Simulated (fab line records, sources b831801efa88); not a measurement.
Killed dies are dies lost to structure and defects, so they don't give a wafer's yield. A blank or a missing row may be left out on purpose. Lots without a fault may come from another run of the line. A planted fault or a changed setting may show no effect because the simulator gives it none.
fab line records | flow sky130
record lots=24 wafers=72 last_day=51
route steps=708 shown METAL2@500 VIA2@510 CAPM@551 VIA3@593 METAL4@629
lots that met no fault: from a run of the same line without faults
start_h: hours from the record's first day to the start of the lot's first wafer shown | wait_h: hours since the lot's step before | " the same as in the row above | L1.1+2: a row that stands for several wafers | - no value, or no start given | * or withheld: withheld | < > ~ a bound
route shown NAME@n: a module of which the file shows steps, and the number in the route of the first | usual: mean/standard deviation of fault-free wafers | same: alike in all rows | chamber/n: place in a boat | sites: the reading at each site | _std_site: their standard deviation | _edge_site: outer sites' mean less inner sites' | radius_mm: how far each site lies from the wafer's centre | mask NAME#n: copy n | behind: the tool/chamber that last shaped the wafer | hold: why the lot was held/for how many hours/how that ended | device: the transistor (n, p or np) that didn't switch | end of line: the same wafers' tests at the end of the route | a step without rows: its recipe alone | killed: dies lost to structure and defects at the first sort, not the wafer's yield | map: a wafer's dies, x killed, . not, _ none there
set.NAME: the setting as run; set.NAME@STEP: as run at that earlier step | model.NAME: the simulator's own value behind a step, which no gauge read
steps of the route over a sample of lots; a table a step, a row a wafer
services: from which hour (start_h, from the record's first day; less than 0 if before it) a tool's chamber was out of use, for how many hours, and why
## steps
# step SKY_METAL2_DESCUM_17
# recipe chemistry=O2 source_power_w=150 bias_power_w=0 pressure_mtorr=10 temp_c=40 time_s=8
# usual drypump_motor_current_A=5.7/0.36 oes_product_au=1.000/0.012
# columns lot.wafer tool chamber start_h wait_h drypump_motor_current_A oes_product_au rf_hours_counter_h
L074.1 rie_metal-03 1 859.24 0.0 6.3 1.005 15
L074.2 " 0 " " 5.5 1.003 7
L074.3 " 1 " " 6.3 1.005 -
L075.1 rie_metal-04 1 867.66 0.0 5.8 0.999 0
L075.3 " 0 " " 5.6 0.994 -
L075.4 " 1 " " 5.8 0.998 -
L076.1 rie_metal-04 0 870.09 0.0 5.6 0.985 19
L076.2 " 1 " " 5.8 1.005 1
L076.4 " 0 " " 5.6 0.988 -
L077.1 rie_metal-01 1 895.09 0.0 5.0 1.012 15
L077.2 " 0 " " 5.8 0.983 4
L077.5 " 0 " " 5.8 0.993 -
L078.4 rie_metal-04 1 899.44 0.0 5.9 1.009 -
L078.5 " 1 " " 5.9 1.008 -
L078.6 " 1 " " 5.8 1.009 -
L079.2 rie_metal-01 1 900.85 0.0 5.0 1.017 -
L079.3 " 1 " " 5.1 1.010 -
L079.6 " 1 " " 5.1 1.018 -
L080.1 rie_metal-01 1 903.99 0.0 5.1 1.017 17
L080.2 " 1 " " 5.1 1.010 -
L080.6 " 1 " " 5.1 1.012 -
L081.2 rie_metal-04 1 918.64 0.0 5.8 1.009 4
L081.3 " 0 " " 5.5 0.984 -
L081.5 " 0 " " 5.5 0.979 -
L082.1 rie_metal-04 1 925.51 0.0 5.9 1.000 4
L082.3 " 1 " " 5.9 1.008 -
L082.6 " 0 " " 5.6 0.975 -
L083.2 rie_metal-03 1 928.26 0.0 6.3 1.001 18
L083.4 " 0 " " 5.5 0.992 -
L083.6 " 1 " " 6.3 0.994 -
L084.1 rie_metal-03 0 939.16 0.0 5.5 1.014 10
L084.2 " 0 " " 5.5 1.002 -
L084.5 " 0 " " 5.5 0.998 -
L085.2 rie_metal-03 0 948.47 0.0 5.5 0.988 -
L085.4 " 0 " " 5.5 0.990 -
L085.5 " 0 " " 5.5 1.014 -
L086.2 rie_metal-01 0 956.39 0.0 5.8 0.980 5
L086.3 " 1 " " 5.1 1.019 -
L086.6 " 1 " " 5.1 1.008 -
L088.3 rie_metal-04 1 960.12 0.0 5.9 0.998 -
L088.4 " 0 " " 5.5 0.983 -
L088.6 " 1 " " 5.8 0.988 -
L087.3 rie_metal-04 0 963.97 0.0 5.6 0.975 -
L087.4 " 1 " " 5.8 1.002 -
L087.6 " 0 " " 5.6 0.987 -
L089.1 rie_metal-03 1 966.94 0.0 6.4 1.002 1
L089.5 " 0 " " 5.5 1.003 -
L089.6 " 1 " " 6.3 1.002 -
L090.1 rie_metal-03 0 977.11 0.0 5.5 1.003 13
L090.4 " 1 " " 6.3 1.000 -
L090.5 " 0 " " 5.5 1.003 -
L091.2 rie_metal-04 1 980.01 0.0 5.8 1.004 7
L091.3 " 1 " " 5.8 0.994 -
L091.6 " 1 " " 5.8 0.998 -
L092.1 rie_metal-01 0 985.31 0.0 5.8 0.989 7
L092.3 " 0 " " 5.8 0.989 -
L092.4 " 1 " " 5.1 1.017 -
L093.2 rie_metal-04 1 992.36 0.0 5.9 1.014 8
L093.3 " 0 " " 5.5 0.988 -
L093.4 " 1 " " 5.9 1.011 -
L094.1 rie_metal-01 0 996.76 0.0 5.8 0.991 7
L094.2 " 1 " " 5.1 1.023 22
L094.6 " 1 " " 5.1 1.026 -
L095.1 rie_metal-03 1 1006.81 0.0 6.3 1.002 3
L095.2 " 0 " " 5.5 1.001 14
L095.4 " 0 " " 5.5 1.013 -
L096.2 rie_metal-04 1 1012.56 0.0 5.8 1.008 9
L096.3 " 0 " " 5.5 0.982 -
L096.6 " 0 " " 5.5 0.979 -
L097.1 rie_metal-03 1 1017.14 0.0 6.3 1.003 3
L097.2 " 0 " " 5.5 1.005 15
L097.3 " 0 " " 5.5 1.012 -
# step SKY_VIA2_BOW_MEAS_03
# recipe mode=bow
# usual VIA2_BOW=83/6.5
# columns lot.wafer tool chamber start_h wait_h VIA2_BOW[um]
L074.1 film_metro-01 - 860.50 0.1 89
L074.2 " - " " 83
L074.3 " - " " 84
L075.1 film_metro-01 - 868.92 0.1 79
L075.3 " - " " 79
L075.4 " - " " 88
L076.1 film_metro-02 - 871.35 0.1 88
L076.2 " - " " 75
L076.4 " - " " 80
L077.1 film_metro-03 - 896.35 0.2 77
L077.2 " - " " 81
L077.5 " - " " 83
L078.4 film_metro-01 - 900.91 0.2 86
L078.5 " - " " 76
L078.6 " - " " 85
L079.2 film_metro-01 - 902.31 0.2 82
L079.3 " - " " 83
L079.6 " - " " 77
L080.1 film_metro-03 - 905.49 0.1 86
L080.2 " - " " 88
L080.6 " - " " 94
L081.2 film_metro-03 - 919.93 0.2 91
L081.3 " - " " 101
L081.5 " - " " 100
L082.1 film_metro-02 - 926.77 0.2 75
L082.3 " - " " 80
L082.6 " - " " 79
L083.2 film_metro-03 - 929.66 0.2 84
L083.4 " - " " 89
L083.6 " - " " 87
L084.1 film_metro-02 - 940.71 0.2 73
L084.2 " - " " 84
L084.5 " - " " 79
L085.2 film_metro-03 - 949.98 0.2 79
L085.4 " - " " 86
L085.5 " - " " 88
L086.2 film_metro-02 - 957.67 0.2 99
L086.3 " - " " 89
L086.6 " - " " 93
L088.3 film_metro-03 - 961.45 0.3 89
L088.4 " - " " 83
L088.6 " - " " 84
L087.3 film_metro-02 - 965.26 0.1 87
L087.4 " - " " 77
L087.6 " - " " 77
L089.1 film_metro-03 - 968.24 0.1 82
L089.5 " - " " 82
L089.6 " - " " 75
L090.1 film_metro-03 - 978.68 0.2 77
L090.4 " - " " 86
L090.5 " - " " 87
L091.2 film_metro-02 - 981.30 0.1 92
L091.3 " - " " 86
L091.6 " - " " 87
L092.1 film_metro-03 - 986.57 0.1 86
L092.3 " - " " 82
L092.4 " - " " 86
L093.2 film_metro-03 - 993.64 0.2 79
L093.3 " - " " 86
L093.4 " - " " 92
L094.1 film_metro-03 - 998.12 0.1 87
L094.2 " - " " 83
L094.6 " - " " 82
L095.1 film_metro-02 - 1008.14 0.1 78
L095.2 " - " " 84
L095.4 " - " " 78
L096.2 film_metro-02 - 1013.96 0.1 71
L096.3 " - " " 85
L096.6 " - " " 83
L097.1 film_metro-02 - 1018.54 0.1 80
L097.2 " - " " 83
L097.3 " - " " 77
# step SKY_CAPM_STRIP_14
# recipe chemistry=O2/N2 power_w=1400 pressure_mtorr=1500 platen_temp_c=withheld o2_flow_sccm=3000 n2_flow_sccm=300 overash_fraction=0.5
# usual drypump_motor_current_A=5.8/0.68 o2_flow_sccm=3000/9.3 oes_product_au=0.710/0.0041 strip_time_to_endpoint_s=12.65/0.051
# same overash_fraction=0.5
# columns lot.wafer tool chamber start_h wait_h drypump_motor_current_A o2_flow_sccm oes_product_au rf_hours_counter_h strip_time_to_endpoint_s
L074.1 plasma_asher-02 0 914.97 0.1 4.8 3031 0.716 77 12.67
L074.2 " 1 " " 6.6 3001 0.711 77 12.64
L074.3 " 1 " " 6.6 2996 0.716 - 12.64
L075.1 plasma_asher-01 1 923.75 0.1 6.6 3005 0.711 19 12.62
L075.3 " 0 " " 5.8 3005 0.712 - 12.62
L075.4 " 1 " " 6.6 3007 0.708 - 12.62
L076.1 plasma_asher-02 0 925.64 0.1 4.8 3001 0.718 79 12.60
L076.2 " 1 " " 6.6 3001 0.709 79 12.64
L076.4 " 1 " " 6.6 2989 0.714 - 12.59
L077.1 plasma_asher-04 0 950.25 0.1 5.8 3004 0.706 50 12.68
L077.2 " 1 " " 5.4 2987 0.704 50 12.64
L077.5 " 0 " " 5.8 3003 0.710 - 12.70
L078.4 plasma_asher-02 1 953.55 0.1 6.6 2993 0.711 - 12.64
L078.5 " 1 " " 6.7 2995 0.709 - 12.67
L078.6 " 0 " " 4.8 3000 0.712 - 12.67
L079.2 plasma_asher-02 1 956.22 0.1 6.6 2985 0.711 82 12.68
L079.3 " 1 " " 6.6 3005 0.707 - 12.68
L079.6 " 0 " " 4.8 3003 0.717 - 12.68
L080.1 plasma_asher-04 1 959.86 0.1 5.4 2993 0.710 51 12.72
L080.2 " 0 " " 5.8 2993 0.713 51 12.72
L080.6 " 0 " " 5.8 2995 0.715 - 12.71
L081.2 plasma_asher-02 0 972.05 0.1 4.8 3003 0.707 85 12.72
L081.3 " 0 " " 4.8 2991 0.718 - 12.74
L081.5 " 0 " " 4.8 3010 0.717 - 12.77
L082.1 plasma_asher-04 0 979.57 0.1 5.9 3004 0.705 52 12.59
L082.3 " 0 " " 5.8 2998 0.710 - 12.61
L082.6 " 0 " " 5.8 3004 0.712 - 12.61
L083.2 plasma_asher-02 0 982.96 0.1 4.8 3012 0.714 86 12.75
L083.4 " 1 " " 6.6 2996 0.712 - 12.62
L083.6 " 1 " " 6.7 2991 0.709 - 12.72
L084.1 plasma_asher-04 0 992.05 0.1 5.8 2995 0.715 54 12.51
L084.2 " 1 " " 5.4 2998 0.714 54 12.65
L084.5 " 0 " " 5.8 2994 0.715 - 12.57
L085.2 plasma_asher-02 1 1003.00 0.1 6.6 3000 0.706 88 12.71
L085.4 " 1 " " 6.6 3005 0.710 - 12.67
L085.5 " 0 " " 4.8 3005 0.709 - 12.69
L086.2 plasma_asher-04 0 1009.71 0.1 5.8 2995 0.715 56 12.64
L086.3 " 1 " " 5.4 3016 0.710 - 12.74
L086.6 " 1 " " 5.4 3003 0.705 - 12.64
L088.3 plasma_asher-02 0 1014.15 0.1 4.8 3001 0.718 - 12.65
L088.4 " 1 " " 6.6 2992 0.704 - 12.64
L088.6 " 1 " " 6.6 2995 0.711 - 12.59
L087.3 plasma_asher-04 1 1016.55 0.1 5.4 2998 0.708 - 12.63
L087.4 " 0 " " 5.8 3000 0.709 - 12.68
L087.6 " 1 " " 5.4 2994 0.709 - 12.65
L089.1 plasma_asher-01 0 1019.60 0.1 5.9 2995 0.701 25 12.69
L089.5 " 0 " " 5.8 3004 0.713 - 12.72
L089.6 " 1 " " 6.7 2989 0.707 - 12.69
L090.1 plasma_asher-04 0 1029.92 0.1 5.8 3007 0.703 58 12.69
L090.4 " 0 " " 5.8 2991 0.707 - 12.65
L090.5 " 0 " " 5.8 2990 0.713 - 12.65
L091.2 plasma_asher-02 0 1032.15 0.1 4.8 2991 0.702 91 12.67
L091.3 " 0 " " 4.8 2990 0.700 - 12.64
L091.6 " 1 " " 6.7 2996 0.717 - 12.68
L092.1 plasma_asher-04 1 1037.05 0.1 5.4 3012 0.712 59 12.64
L092.3 " 1 " " 5.4 3002 0.710 - 12.59
L092.4 " 0 " " 5.8 2998 0.714 - 12.59
L093.2 plasma_asher-01 0 1042.69 0.1 5.8 3017 0.713 28 12.76
L093.3 " 1 " " 6.6 3008 0.713 - 12.69
L093.4 " 0 " " 5.8 3005 0.713 - 12.69
L094.1 plasma_asher-01 1 1047.90 0.1 6.7 2992 0.703 28 12.73
L094.2 " 0 " " 5.8 2991 0.707 28 12.70
L094.6 " 1 " " 6.7 3009 0.715 - 12.71
L095.1 plasma_asher-04 0 1057.62 0.1 5.8 3006 0.709 61 12.59
L095.2 " 1 " " 5.4 3002 0.707 61 12.59
L095.4 " 0 " " 5.8 3026 0.706 - 12.58
L096.2 plasma_asher-02 1 1062.85 0.1 6.7 2996 0.715 93 12.60
L096.3 " 0 " " 4.8 3010 0.710 - 12.64
L096.6 " 1 " " 6.7 2995 0.711 - 12.62
L097.1 plasma_asher-02 1 1067.10 0.1 6.6 3016 0.709 94 12.69
L097.2 " 0 " " 4.8 3017 0.708 94 12.69
L097.3 " 0 " " 4.8 3007 0.708 - 12.68
# step SKY_VIA3_SPUTTER_20
# recipe material=TiN target_thk_nm=20 chamber_pressure_pa=5 power_w=4000 time_s=80
# usual chamber_pressure_pa=4.999/0.011 throttle_valve_pct=30.3/0.98
# columns lot.wafer tool chamber start_h wait_h chamber_pressure_pa throttle_valve_pct
L074.1 pvd_sputter-03 - 968.64 0.0 4.994 31.7
L074.2 " - " " 4.995 29.5
L074.3 " - " " 5.003 29.6
L075.1 pvd_sputter-03 - 977.99 0.0 5.005 30.6
L075.3 " - " " 4.999 31.9
L075.4 " - " " 4.998 29.5
L076.1 pvd_sputter-01 - 980.00 0.0 4.995 27.7
L076.2 " - " " 4.989 29.9
L076.4 " - " " 5.007 30.3
L077.1 pvd_sputter-03 - 1004.10 0.0 4.998 30.6
L077.2 " - " " 5.000 29.5
L077.5 " - " " 5.001 32.0
L078.4 pvd_sputter-01 - 1006.51 0.0 4.994 29.6
L078.5 " - " " 4.985 30.3
L078.6 " - " " 5.012 30.8
L079.2 pvd_sputter-01 - 1009.71 0.0 4.996 30.9
L079.3 " - " " 5.006 30.3
L079.6 " - " " 4.991 29.6
L080.1 pvd_sputter-01 - 1012.93 0.0 5.001 31.2
L080.2 " - " " 4.993 28.0
L080.6 " - " " 4.979 29.8
L081.2 pvd_sputter-04 - 1024.70 0.0 5.005 30.9
L081.3 " - " " 5.011 30.2
L081.5 " - " " 5.024 30.5
L082.1 pvd_sputter-01 - 1032.56 0.0 4.983 27.6
L082.3 " - " " 5.004 29.7
L082.6 " - " " 4.996 31.1
L083.2 pvd_sputter-03 - 1035.45 0.0 5.007 30.6
L083.4 " - " " 5.015 29.3
L083.6 " - " " 4.986 31.9
L084.1 pvd_sputter-01 - 1043.10 0.0 4.988 29.6
L084.2 " - " " 4.988 30.9
L084.5 " - " " 4.987 31.1
L085.2 pvd_sputter-01 - 1054.18 0.0 4.999 31.0
L085.4 " - " " 5.009 27.8
L085.5 " - " " 4.995 30.9
L086.2 pvd_sputter-03 - 1060.49 0.0 5.001 30.4
L086.3 " - " " 4.989 31.8
L086.6 " - " " 4.997 29.4
L088.3 pvd_sputter-03 - 1063.96 0.0 4.999 30.5
L088.4 " - " " 4.987 29.5
L088.6 " - " " 5.001 29.5
L087.3 pvd_sputter-04 - 1065.42 0.0 5.001 31.1
L087.4 " - " " 4.988 30.9
L087.6 " - " " 5.002 31.0
L089.1 pvd_sputter-01 - 1068.71 0.0 5.019 30.2
L089.5 " - " " 5.002 31.0
L089.6 " - " " 5.013 30.2
L090.1 pvd_sputter-04 - 1079.19 0.0 4.988 30.8
L090.4 " - " " 5.000 31.1
L090.5 " - " " 4.992 30.8
L091.2 pvd_sputter-03 - 1080.73 0.0 4.981 32.0
L091.3 " - " " 4.995 29.6
L091.6 " - " " 5.003 30.2
L092.1 pvd_sputter-04 - 1086.25 0.0 5.009 31.2
L092.3 " - " " 4.976 30.9
L092.4 " - " " 5.009 30.4
L093.2 pvd_sputter-03 - 1090.05 0.0 5.011 31.5
L093.3 " - " " 4.985 29.4
L093.4 " - " " 5.005 29.4
L094.1 pvd_sputter-03 - 1097.42 0.0 4.985 29.6
L094.2 " - " " 5.012 29.7
L094.6 " - " " 4.998 29.5
L095.1 pvd_sputter-04 - 1105.80 0.0 4.989 30.9
L095.2 " - " " 4.998 30.3
L095.4 " - " " 4.988 30.6
L096.2 pvd_sputter-04 - 1109.25 0.0 4.986 30.5
L096.3 " - " " 5.010 31.0
L096.6 " - " " 4.995 30.6
L097.1 pvd_sputter-04 - 1114.05 0.0 5.010 31.1
L097.2 " - " " 5.002 30.5
L097.3 " - " " 4.998 30.6
# step SKY_VIA3_CVD_21
# recipe material=W target_thk_nm=390 time_s=117.31 temp_c=400 pressure_torr=40
# usual heater_power_outer_w=533/33 heater_power_w=860/42
# columns lot.wafer tool chamber start_h wait_h heater_power_outer_w heater_power_w since_wet_clean_h
L074.1 cvd_w-02 0 968.70 0.0 579 906 565
L074.2 " 1 " " 509 895 565
L074.3 " 1 " " 505 886 -
L075.1 cvd_w-01 1 978.06 0.0 527 851 60
L075.3 " 1 " " 529 872 -
L075.4 " 0 " " 511 806 -
L076.1 cvd_w-02 0 980.06 0.0 584 897 576
L076.2 " 1 " " 507 884 576
L076.4 " 0 " " 585 885 -
L077.1 cvd_w-02 0 1004.16 0.0 583 889 600
L077.2 " 1 " " 504 878 600
L077.5 " 1 " " 511 915 -
L078.4 cvd_w-02 1 1006.61 0.1 503 887 -
L078.5 " 1 " " 501 880 -
L078.6 " 0 " " 583 900 -
L079.2 cvd_w-01 0 1009.78 0.0 516 790 92
L079.3 " 1 " " 525 856 -
L079.6 " 1 " " 545 841 -
L080.1 cvd_w-02 1 1012.99 0.0 501 885 609
L080.2 " 0 " " 590 906 609
L080.6 " 0 " " 589 899 -
L081.2 cvd_w-01 0 1024.80 0.1 513 798 -
L081.3 " 0 " " 517 785 -
L081.5 " 0 " " 506 798 -
L082.1 cvd_w-01 0 1032.62 0.0 500 775 115
L082.3 " 1 " " 537 834 -
L082.6 " 1 " " 516 866 -
L083.2 cvd_w-02 0 1035.51 0.0 585 904 632
L083.4 " 1 " " 516 912 -
L083.6 " 0 " " 583 871 -
L084.1 cvd_w-02 0 1043.16 0.0 599 914 639
L084.2 " 1 " " 502 884 639
L084.5 " 1 " " 504 903 -
L085.2 cvd_w-02 1 1054.24 0.0 498 906 650
L085.4 " 1 " " 509 913 -
L085.5 " 1 " " 507 873 -
L086.2 cvd_w-01 0 1060.55 0.0 522 792 143
L086.3 " 1 " " 532 852 -
L086.6 " 0 " " 514 802 -
L088.3 cvd_w-01 1 1064.06 0.1 516 844 -
L088.4 " 0 " " 509 805 -
L088.6 " 0 " " 521 812 -
L087.3 cvd_w-01 0 1065.52 0.1 511 783 -
L087.4 " 1 " " 520 847 -
L087.6 " 0 " " 510 798 -
L089.1 cvd_w-01 0 1068.77 0.0 505 801 151
L089.5 " 0 " " 505 789 -
L089.6 " 1 " " 542 871 -
L090.1 cvd_w-02 0 1079.25 0.0 597 900 675
L090.4 " 0 " " 585 911 -
L090.5 " 0 " " 593 929 -
L091.2 cvd_w-01 0 1080.80 0.0 509 803 163
L091.3 " 0 " " 524 810 -
L091.6 " 1 " " 521 866 -
L092.1 cvd_w-01 1 1086.31 0.0 530 861 168
L092.3 " 1 " " 535 849 -
L092.4 " 0 " " 523 809 -
L093.2 cvd_w-02 0 1090.11 0.0 590 893 686
L093.3 " 0 " " 586 877 -
L093.4 " 1 " " 508 875 -
L094.1 cvd_w-02 1 1097.48 0.0 515 879 693
L094.2 " 0 " " 594 911 693
L094.6 " 0 " " 581 928 -
L095.1 cvd_w-01 0 1105.89 0.1 527 791 188
L095.2 " 1 " " 522 855 188
L095.4 " 0 " " 512 807 -
L096.2 cvd_w-02 1 1109.31 0.0 492 882 705
L096.3 " 1 " " 516 890 -
L096.6 " 1 " " 515 902 -
L097.1 cvd_w-01 1 1114.11 0.0 528 857 196
L097.2 " 1 " " 540 868 -
L097.3 " 1 " " 532 878 -
# step SKY_METAL4_CD_MEAS_13
# recipe target_cd_nm=300
# usual cd_nm=300.4/1.4
# columns lot.wafer tool chamber start_h wait_h cd_nm
L074.1 cd_sem-02 - 1019.25 - 302.7
L074.2 " - " " 301.2
L074.3 " - " " 302.3
L075.1 cd_sem-02 - 1028.56 - 300.9
L075.3 " - " " 299.9
L075.4 " - " " 300.5
L076.1 cd_sem-02 - 1030.84 - 300.8
L076.2 " - " " 302.1
L076.4 " - " " 301.5
L077.1 cd_sem-01 - 1052.46 - 298.0
L077.2 " - " " 298.7
L077.5 " - " " 299.1
L078.4 cd_sem-02 - 1055.35 - 298.5
L078.5 " - " " 298.3
L078.6 " - " " 298.8
L079.2 cd_sem-02 - 1058.62 - 300.7
L079.3 " - " " 299.6
L079.6 " - " " 301.3
L080.1 cd_sem-01 - 1062.05 - 300.7
L080.2 " - " " 301.5
L080.6 " - " " 301.3
L081.2 cd_sem-01 - 1073.46 - 298.7
L081.3 " - " " 300.1
L081.5 " - " " 299.6
L082.1 cd_sem-01 - 1080.01 - 301.3
L082.3 " - " " 301.0
L082.6 " - " " 301.4
L083.2 cd_sem-01 - 1083.12 - 303.0
L083.4 " - " " 302.4
L083.6 " - " " 302.5
L084.1 cd_sem-02 - 1089.54 - 301.7
L084.2 " - " " 300.6
L084.5 " - " " 302.4
L085.2 cd_sem-01 - 1099.57 - 298.5
L085.4 " - " " 300.1
L085.5 " - " " 299.2
L086.2 cd_sem-02 - 1106.23 - 301.3
L086.3 " - " " 300.4
L086.6 " - " " 300.9
L088.3 cd_sem-02 - 1110.00 - 302.4
L088.4 " - " " 302.3
L088.6 " - " " 300.3
L087.3 cd_sem-01 - 1110.65 - 299.9
L087.4 " - " " 300.7
L087.6 " - " " 300.2
L089.1 cd_sem-01 - 1113.76 - 297.4
L089.5 " - " " 297.5
L089.6 " - " " 299.6
L090.1 cd_sem-01 - 1123.89 - 299.9
L090.4 " - " " 301.6
L090.5 " - " " 300.1
L091.2 cd_sem-02 - 1125.38 - 299.4
L091.3 " - " " 298.9
L091.6 " - " " 299.0
L092.1 cd_sem-02 - 1130.54 - 299.1
L092.3 " - " " 298.8
L092.4 " - " " 298.9
L093.2 cd_sem-01 - 1133.48 - 301.9
L093.3 " - " " 300.7
L093.4 " - " " 301.9
L094.1 cd_sem-01 - 1140.39 - 298.6
L094.2 " - " " 297.9
L094.6 " - " " 299.4
L095.1 cd_sem-02 - 1149.16 - 299.1
L095.2 " - " " 298.6
L095.4 " - " " 299.9
L096.2 cd_sem-01 - 1152.72 - 302.5
L096.3 " - " " 302.0
L096.6 " - " " 300.3
L097.1 cd_sem-01 - 1156.71 - 301.9
L097.2 " - " " 300.9
L097.3 " - " " 302.1
## services
# columns tool chamber start_h hours kind
cvd_w-01 1 840.79 8.5 repair
plasma_asher-02 - 842.66 2.9 repair
rie_metal-03 - 843.60 0.9 repair
pvd_sputter-03 - 869.40 3.0 repair
rie_metal-01 0 898.90 26.7 repair
cvd_w-01 - 904.00 14.0 pm
plasma_asher-04 - 908.31 28.1 pm
cvd_w-02 1 933.64 7.6 repair
cvd_w-01 - 934.02 2.7 repair
plasma_asher-01 - 948.24 6.2 repair
plasma_asher-01 - 954.40 28.1 pm
plasma_asher-04 - 962.85 11.0 pm
pvd_sputter-01 - 977.75 1.7 repair
pvd_sputter-04 - 988.61 3.7 repair
rie_metal-01 - 1006.51 2.8 pm
cvd_w-01 1 1015.94 9.5 repair
cvd_w-02 - 1017.66 6.0 pm
pvd_sputter-01 - 1022.04 2.3 repair
plasma_asher-02 - 1041.08 14.6 pm
pvd_sputter-03 - 1066.26 3.9 repair
plasma_asher-02 - 1071.60 11.2 repair
cvd_w-01 - 1078.64 0.6 repair
pvd_sputter-01 - 1090.70 10.6 repair
cvd_w-01 0 1112.32 1.8 repair
## key
fault none
